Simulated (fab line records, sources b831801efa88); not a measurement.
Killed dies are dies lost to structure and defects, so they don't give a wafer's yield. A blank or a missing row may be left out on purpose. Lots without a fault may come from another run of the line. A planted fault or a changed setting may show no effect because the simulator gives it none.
fab line records | flow sky130
record lots=5 wafers=15 last_day=50
route steps=708 shown PWDE@48 NWELL@56
lots that met no fault: from a run of the same line without faults
start_h: hours from the record's first day to the start of the lot's first wafer shown | wait_h: hours since the lot's step before | " the same as in the row above | L1.1+2: a row that stands for several wafers | - no value, or no start given | * or withheld: withheld | < > ~ a bound
route shown NAME@n: a module of which the file shows steps, and the number in the route of the first | usual: mean/standard deviation of fault-free wafers | same: alike in all rows | chamber/n: place in a boat | sites: the reading at each site | _std_site: their standard deviation | _edge_site: outer sites' mean less inner sites' | radius_mm: how far each site lies from the wafer's centre | mask NAME#n: copy n | behind: the tool/chamber that last shaped the wafer | hold: why the lot was held/for how many hours/how that ended | device: the transistor (n, p or np) that didn't switch | end of line: the same wafers' tests at the end of the route | a step without rows: its recipe alone | killed: dies lost to structure and defects at the first sort, not the wafer's yield | map: a wafer's dies, x killed, . not, _ none there
set.NAME: the setting as run; set.NAME@STEP: as run at that earlier step | model.NAME: the simulator's own value behind a step, which no gauge read
lots at some steps of the route; a table a step, a row a wafer
services: from which hour (start_h, from the record's first day; less than 0 if before it) a tool's chamber was out of use, for how many hours, and why
## steps
# step SKY_PWDE_SOFTBAKE_03
# recipe temp_c=110 time_s=withheld
# step SKY_PWDE_EXPOSE_04
# recipe mask_id=PWDEM na=0.6 source_shape=conventional sigma_outer=0.6 polarization=unpolarized target_cd_nm=840 dose_mj=214
# step SKY_PWDE_PEB_05
# recipe temp_c=115 time_s=withheld
# step SKY_PWDE_DEVELOP_06
# recipe wall_angle_deg=90 developer=TMAH develop_time_s=60 dev_temp_c=23
# step SKY_PWDE_OVL_MEAS_07
# usual PWDE_OVL=0.4/1.2
# columns lot.wafer tool chamber start_h wait_h PWDE_OVL[nm]
L958.1 overlay-01 - 115.23 - -0.7
L958.2 " - " " -0.1
L958.3 " - " " 2.0
L959.2 overlay-01 - 119.59 - -1.3
L959.3 " - " " 0.3
L959.4 " - " " -0.9
L965.1 overlay-01 - 153.20 - 0.8
L965.2 " - " " 0.7
L965.6 " - " " 1.5
L967.2 overlay-02 - 166.89 - 1.7
L967.4 " - " " 1.7
L967.6 " - " " 1.5
L972.2 overlay-02 - 190.19 - 0.2
L972.4 " - " " -0.8
L972.5 " - " " 0.5
# step SKY_PWDE_IMPLANT_08
# recipe species=B energy_kev=150 dose_cm2=3.522e+12 tilt_deg=withheld
# step SKY_PWDE_STRIP_09
# recipe chemistry=O2/N2 power_w=1400 pressure_mtorr=1500 platen_temp_c=withheld o2_flow_sccm=3000 n2_flow_sccm=300 overash_fraction=0.5
# usual drypump_motor_current_A=6.1/0.51 oes_product_au=0.723/0.005 strip_time_to_endpoint_s=37.00/0.1
# same overash_fraction=0.5
# columns lot.wafer tool chamber start_h wait_h drypump_motor_current_A oes_product_au rf_hours_counter_h strip_time_to_endpoint_s
L958.1 plasma_asher-04 1 115.42 0.1 6.7 0.718 44 36.93
L958.2 " 0 " " 5.3 0.728 44 36.96
L958.3 " 1 " " 6.6 0.721 - 36.93
L959.2 plasma_asher-01 1 119.77 0.1 5.6 0.720 28 36.95
L959.3 " 1 " " 5.6 0.721 - 36.95
L959.4 " 0 " " 6.0 0.725 - 36.99
L965.1 plasma_asher-01 1 153.38 0.1 5.6 0.721 31 36.95
L965.2 " 0 " " 6.0 0.719 31 36.99
L965.6 " 1 " " 5.6 0.720 - 36.92
L967.2 plasma_asher-03 0 167.07 0.1 6.4 0.717 51 37.05
L967.4 " 1 " " 6.5 0.724 - 37.09
L967.6 " 0 " " 6.4 0.724 - 36.98
L972.2 plasma_asher-04 0 190.37 0.1 5.4 0.720 51 37.20
L972.4 " 0 " " 5.4 0.733 - 37.10
L972.5 " 1 " " 6.7 0.732 - 37.08
# step SKY_PWDE_TW_MEAS_10
# usual PWDE_TW=368.5/2.4
# columns lot.wafer tool chamber start_h wait_h PWDE_TW
L958.1 film_metro-02 - 115.52 0.1 363.8
L958.2 " - " " 367.9
L958.3 " - " " 366.5
L959.2 film_metro-03 - 119.88 0.1 368.7
L959.3 " - " " 365.6
L959.4 " - " " 366.3
L965.1 film_metro-02 - 153.48 0.1 371.3
L965.2 " - " " 372.4
L965.6 " - " " 372.3
L967.2 film_metro-01 - 167.18 0.1 365.2
L967.4 " - " " 364.0
L967.6 " - " " 365.3
L972.2 film_metro-03 - 190.48 0.1 371.7
L972.4 " - " " 369.8
L972.5 " - " " 369.6
# step SKY_NWELL_DEHYDRATE_03
# recipe temp_c=200 time_s=60
# step SKY_NWELL_HMDS_04
# recipe prime_time_s=60 prime_temp_c=120
# step SKY_NWELL_COAT_05
# recipe spin_rpm=2000 resist_thk_nm=3000
# step SKY_NWELL_SOFTBAKE_06
# recipe temp_c=110 time_s=withheld
# step SKY_NWELL_EXPOSE_07
# recipe mask_id=NWM na=0.6 source_shape=conventional sigma_outer=0.6 polarization=unpolarized target_cd_nm=840 dose_mj=255
# same na=0.6
# columns lot.wafer tool chamber start_h wait_h mask
L958.1+2+3 iline_stepper-01 0 124.78 - NWM#0
L959.2+3+4 iline_stepper-02 0 129.29 - NWM#0
L965.1+2+6 iline_stepper-02 0 163.08 - HVTPM#0
L967.2+4+6 iline_stepper-02 0 176.85 - NWM#0
L972.2+4+5 iline_stepper-01 0 200.98 - NWM#0
# step SKY_NWELL_PEB_08
# recipe temp_c=115 time_s=withheld
# step SKY_NWELL_DEVELOP_09
# recipe wall_angle_deg=90 developer=TMAH develop_time_s=60 dev_temp_c=23
# step SKY_NWELL_OVL_MEAS_10
# usual NWELL_00_OVL=0.3/1.5
# columns lot.wafer tool chamber start_h wait_h NWELL_00_OVL[nm]
L958.1 overlay-01 - 134.23 - -0.2
L958.2 " - " " 0.0
L958.3 " - " " -0.2
L959.2 overlay-01 - 138.24 - -0.3
L959.3 " - " " 1.5
L959.4 " - " " 0.8
L965.1 overlay-02 - 172.13 - -
L965.2 " - " " -
L965.6 " - " " -
L967.2 overlay-02 - 187.10 - 0.3
L967.4 " - " " -0.2
L967.6 " - " " 0.3
L972.2 overlay-02 - 212.10 - -2.8
L972.4 " - " " -3.4
L972.5 " - " " -2.4
# step SKY_NWELL_IMPLANT_11
# recipe species=P energy_kev=400 dose_cm2=1.9e+13 tilt_deg=withheld
# step SKY_NWELL_IMPLANT_12
# recipe species=P energy_kev=120 dose_cm2=1.3e+12 tilt_deg=withheld
# step SKY_NWELL_IMPLANT_13
# recipe species=P energy_kev=50 dose_cm2=7e+11 tilt_deg=withheld
# step SKY_NWELL_STRIP_14
# recipe chemistry=O2/N2 power_w=1400 pressure_mtorr=1500 platen_temp_c=withheld o2_flow_sccm=3000 n2_flow_sccm=300 overash_fraction=0.5
# usual drypump_motor_current_A=6.1/0.36 oes_product_au=0.723/0.004 strip_time_to_endpoint_s=36.97/0.11
# same overash_fraction=0.5
# columns lot.wafer tool chamber start_h wait_h drypump_motor_current_A oes_product_au rf_hours_counter_h strip_time_to_endpoint_s
L958.1 plasma_asher-02 0 134.72 0.1 5.6 0.718 2 37.03
L958.2 " 1 " " 5.9 0.722 2 37.03
L958.3 " 0 " " 5.6 0.719 - 37.05
L959.2 plasma_asher-01 0 138.72 0.1 6.0 0.726 29 36.95
L959.3 " 1 " " 5.6 0.725 - 36.98
L959.4 " 0 " " 6.0 0.722 - 36.90
L965.1 plasma_asher-03 1 172.62 0.1 6.4 0.727 52 36.86
L965.2 " 0 " " 6.4 0.727 52 37.07
L965.6 " 1 " " 6.4 0.727 - 36.98
L967.2 plasma_asher-02 0 187.58 0.1 5.5 0.722 6 36.99
L967.4 " 0 " " 5.4 0.727 - 36.92
L967.6 " 1 " " 6.0 0.727 - 36.90
L972.2 plasma_asher-03 1 212.58 0.1 6.4 0.723 56 36.96
L972.4 " 1 " " 6.4 0.716 - 36.95
L972.5 " 0 " " 6.4 0.722 - 36.88
# step SKY_NWELL_TW_MEAS_15
# usual NWELL_TW=1804/13
# columns lot.wafer tool chamber start_h wait_h NWELL_TW
L958.1 film_metro-02 - 134.82 0.1 1813
L958.2 " - " " 1804
L958.3 " - " " 1797
L959.2 film_metro-01 - 138.83 0.1 1787
L959.3 " - " " 1775
L959.4 " - " " 1782
L965.1 film_metro-02 - 172.72 0.1 30
L965.2 " - " " 30
L965.6 " - " " 30
L967.2 film_metro-02 - 187.69 0.1 1798
L967.4 " - " " 1801
L967.6 " - " " 1805
L972.2 film_metro-02 - 212.69 0.1 1817
L972.4 " - " " 1814
L972.5 " - " " 1823
# step SKY_NWELL_DEHYDRATE_16
# recipe temp_c=200 time_s=60
## services
# columns tool chamber start_h hours kind
plasma_asher-02 - 108.75 9.0 pm
plasma_asher-02 0 108.75 9.0 vent_cycle
plasma_asher-02 1 108.75 9.0 vent_cycle
plasma_asher-02 0 117.75 - clean
plasma_asher-02 1 117.75 - clean
plasma_asher-02 - 142.49 4.2 repair
iline_stepper-01 - 155.22 2.1 pm
iline_stepper-01 - 157.31 - consumable_replace:lamp
iline_stepper-01 - 163.57 4.9 repair
iline_stepper-01 - 168.51 1.7 pm
## key
first_sign step=SKY_NWELL_EXPOSE_07 reading=mask direction=changed
effect step=SKY_NWELL_OVL_MEAS_10 reading=NWELL_00_OVL direction=missing
effect step=SKY_NWELL_TW_MEAS_15 reading=NWELL_TW direction=down sigmas=99+ usual=1804 struck=30
met_at SKY_NWELL_EXPOSE_07
struck_wafers L965.1,L965.2,L965.6
sort_left_out L965.1,L965.2,L965.6
tester_left_out L965
onset_between 129.29 163.08
fault kind=wrong_mask tool=any chamber=- onset_h=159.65 steps=SKY_NWELL_EXPOSE_07 aux_copy=HVTPM#0 scope=struck_lots_only
# tester_left_out: of these lots the tester's yield and bins aren't shown, on N5 and GAA mostly nor the transistor test; their killed dies are dies lost to structure and defects alone, not to doping, threshold or leakage, so they don't give the yield
# sort_left_out: the simulated sort isn't trusted on such a fault, so these wafers' sort isn't shown, and their yield isn't known
